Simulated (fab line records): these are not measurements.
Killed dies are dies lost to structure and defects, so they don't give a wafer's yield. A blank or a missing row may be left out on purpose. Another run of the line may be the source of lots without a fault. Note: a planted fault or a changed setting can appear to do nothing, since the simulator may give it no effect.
Which of the tools did it? | flow sky130 | 11 lots, 33 wafers sampled, at 3 steps of a route of 708

== WHAT THE GAUGES SHOWED, per wafer ==
SKY_VIA2_CD_MEAS_12: target cd 200 nm. Usual: cdNm 200.4 nm, standard deviation 1.5.
lot  | measured     | on       | cdNm (nm)         | flag
L622 | day 37 05:24 | cdSem-01 | 200.2 201.6 201.7 | 
L624 | day 38 06:26 | cdSem-02 | 200.7 199.8 200.5 | 
L625 | day 38 14:32 | cdSem-01 | 201.9 202.9 203.3 | 
L626 | day 39 00:04 | cdSem-01 | 201.1 200.3 200.7 | 
L628 | day 39 07:10 | cdSem-02 | 200.6 199.7 199.4 | 
L629 | day 39 19:57 | cdSem-01 | 201.1 202.4 201.1 | 
L632 | day 40 18:43 | cdSem-02 | 200.1 200.2 199.9 | 
L634 | day 41 03:37 | cdSem-01 | 200.6 201.4 201.6 | 
L635 | day 41 06:56 | cdSem-01 | 200.4 197.2 197.9 | 
L636 | day 41 18:43 | cdSem-02 | 198.4 199.4 199.2 | 
L637 | day 41 22:04 | cdSem-02 | 199.5 200.4 201.9 | 

SKY_VIA2_RS_MEAS_22: the measuring method here is four-point-probe. Usual: VIA2_W_RS gives 0.2738 ohm/sq (standard deviation 0.0025).
lot  | measured     | on           | VIA2_W_RS (ohm/sq)   | flag
L622 | day 37 06:29 | filmMetro-01 | 0.2725 0.2744 0.2784 | 
L624 | day 38 07:31 | filmMetro-02 | 0.2704 0.2705 0.2699 | 
L625 | day 38 15:37 | filmMetro-01 | 0.2758 0.2743 0.2743 | 
L626 | day 39 01:07 | filmMetro-03 | 0.2716 0.2725 0.2709 | 
L628 | day 39 08:15 | filmMetro-02 | 0.2701 0.2710 0.2730 | 
L629 | day 39 21:00 | filmMetro-01 | 0.2786 0.2734 0.2758 | 
L632 | day 40 19:56 | filmMetro-01 | 0.2709 0.2715 0.2733 | 
L634 | day 41 04:40 | filmMetro-02 | 0.2702 0.2721 0.2719 | 
L635 | day 41 08:01 | filmMetro-02 | 0.2754 0.2711 0.2739 | 
L636 | day 41 19:46 | filmMetro-01 | 0.2707 0.2710 0.2713 | 
L637 | day 41 23:08 | filmMetro-01 | 0.2769 0.2739 0.2752 | 

== WHICH TOOL RAN EACH LOT (tool, then ch and the chambers of the sampled wafers, then the start) ==
lot  | SKY_VIA2_ETCH_14
L622 | rieDiel-01 ch 0,1,3, day 37 05:34
L624 | rieDiel-02 ch 0,1, day 38 06:34
L625 | rieDiel-02 ch 1,2,3, day 38 14:40
L626 | rieDiel-04 ch 0,1,2, day 39 00:13
L628 | rieDiel-04 ch 0,2,3, day 39 07:19
L629 | rieDiel-01 ch 1,2,3, day 39 20:07
L632 | rieDiel-02 ch 1,2,3, day 40 18:50
L634 | rieDiel-01 ch 0,1,2, day 41 03:46
L635 | rieDiel-02 ch 1,2,3, day 41 07:04
L636 | rieDiel-04 ch 0,1,3, day 41 18:53
L637 | rieDiel-04 ch 0,1,3, day 41 22:14
- SKY_VIA2_ETCH_14: etches BARC in N2/H2, stops on SiO2, time 45.9 s, target depth 60 nm.

== WHAT THE TOOLS THEMSELVES READ (means of the sampled wafers that have a number; where no wafer has one, the mark that the record gives instead) ==
SKY_VIA2_ETCH_14. Usual: biasW 100.0 W, standard deviation 0.32; drypumpMotorCurrentA 5.7 A, standard deviation 0.36; oesProductAu 0.855 a.u., standard deviation 0.0048; throttleValvePct 13.226 %, standard deviation 0.0096.
lot  | tool       | biasW (W) | drypumpMotorCurrentA (A) | oesProductAu (a.u.) | throttleValvePct (%) | flag
L622 | rieDiel-01 | 99.7      | 5.8                      | 0.857               | 13.229               | 
L624 | rieDiel-02 | 100.1     | 5.5                      | 0.856               | 13.226               | 
L625 | rieDiel-02 | 99.9      | 5.9                      | 0.859               | 13.221               | 
L626 | rieDiel-04 | 99.8      | 5.2                      | 0.856               | 13.224               | 
L628 | rieDiel-04 | 99.8      | 5.2                      | 0.852               | 13.235               | 
L629 | rieDiel-01 | 100.2     | 5.9                      | 0.853               | 13.229               | 
L632 | rieDiel-02 | 100.1     | 6.0                      | 0.853               | 13.218               | 
L634 | rieDiel-01 | 100.1     | 5.9                      | 0.858               | 13.219               | 
L635 | rieDiel-02 | 100.1     | 6.0                      | 0.853               | 13.235               | 
L636 | rieDiel-04 | 99.7      | 5.5                      | 0.857               | 13.214               | 
L637 | rieDiel-04 | 100.1     | 5.5                      | 0.851               | 13.232               | 

== THE ANSWER, worked out from the rows above alone ==
Rule: lot off if the mean of its wafers having a number is beyond 3 standard deviations from the usual mean. A lot without any number at a reading at which 4 lots or more have one is off too. All remaining lots with rows at the step are treated as sound. First the gauges in route order, then the tools' own readings, where a lot's mean is used as printed above. At the first step where some lot is off, the reading lying furthest off is the one used; lots without a number count as furthest.
No lot is off at any reading shown: from this, nothing can be told.

== WHAT WAS PUT IN BY THE SIMULATOR ==
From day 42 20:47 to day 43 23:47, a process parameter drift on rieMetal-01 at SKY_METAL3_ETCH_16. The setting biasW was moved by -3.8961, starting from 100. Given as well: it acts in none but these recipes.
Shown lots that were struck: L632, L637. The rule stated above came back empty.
